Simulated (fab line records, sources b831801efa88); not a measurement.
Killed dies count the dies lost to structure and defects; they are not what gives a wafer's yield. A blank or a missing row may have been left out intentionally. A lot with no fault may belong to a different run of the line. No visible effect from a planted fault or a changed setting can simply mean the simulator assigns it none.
Chamber matching    flow gf180mcu    4 sister chambers for GF_CONTACT_CMP_04 on cmp-01
The step polishes SiO2. 24 wafers are shown with their chamber, then 12 later ones without.

== WAFERS PAIRED WITH THEIR CHAMBERS ==
wafer   chamber  motorCurrentA (A)  timeToEndpointS (s)
L181.1  0        12.2               103
L181.4  1        15.4               114
L181.5  2        10.9               114
L182.3  0        11.9               91
L182.5  0        12.0               100
L182.6  3        9.4                110
L183.2  2        10.6               104
L183.4  3        8.9                109
L183.5  0        12.8               104
L184.1  1        15.9               109
L184.2  3        9.2                107
L184.4  0        12.3               106
L185.1  3        8.9                105
L185.2  1        14.9               94
L185.4  0        12.7               102
L188.1  1        15.3               100
L188.4  2        10.7               131
L188.6  3        9.7                105
L190.1  1        15.2               104
L190.2  2        10.7               133
L190.4  0        12.6               102
L196.3  2        10.9               105
L196.5  1        15.5               100
L196.6  2        10.4               106

SIGNATURES (means of the wafers above)
reading          chamber 0  chamber 1  chamber 2  chamber 3  scatter within a chamber
motorCurrentA    12.357     15.367     10.700     9.220      0.311
timeToEndpointS  101.14     103.50     115.50     107.20     8.06
Rule: a wafer's distance from a chamber is the root of the sum, over the readings, of the square of ((its reading less the chamber's mean) divided by the reading's scatter). If the next closest chamber is less than 2 further off than the closest, the wafer can't be placed; otherwise it belongs to the closest. The scatter: the root of (the sum of the squares of (reading less its chamber's mean) over the shown wafers, divided by (wafers less chambers)).

== WAFERS WITH NO CHAMBER GIVEN ==
wafer   motorCurrentA (A)  timeToEndpointS (s)
L197.2  12.1               108
L197.4  15.0               108
L197.5  9.3                118
L200.1  12.1               89
L200.2  8.9                109
L200.5  9.9                116
L201.1  9.6                107
L201.4  12.3               109
L201.5  15.2               112
L204.2  10.8               117
L204.4  15.2               103
L204.6  10.6               121

== THE CHAMBER EACH PASSED THROUGH ==
wafer   from the rows above      in truth
L197.2  0                        0
L197.4  1                        1
L197.5  3                        3
L200.1  0                        0
L200.2  3                        3
L200.5  can't be placed: 3 or 2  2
L201.1  3                        3
L201.4  0                        0
L201.5  1                        1
L204.2  2                        2
L204.4  1                        1
L204.6  2                        2
11 of 12 placed correctly. From these rows, 1 cannot be placed; in 1 the true chamber is one of the candidates. 0 placed wrongly.
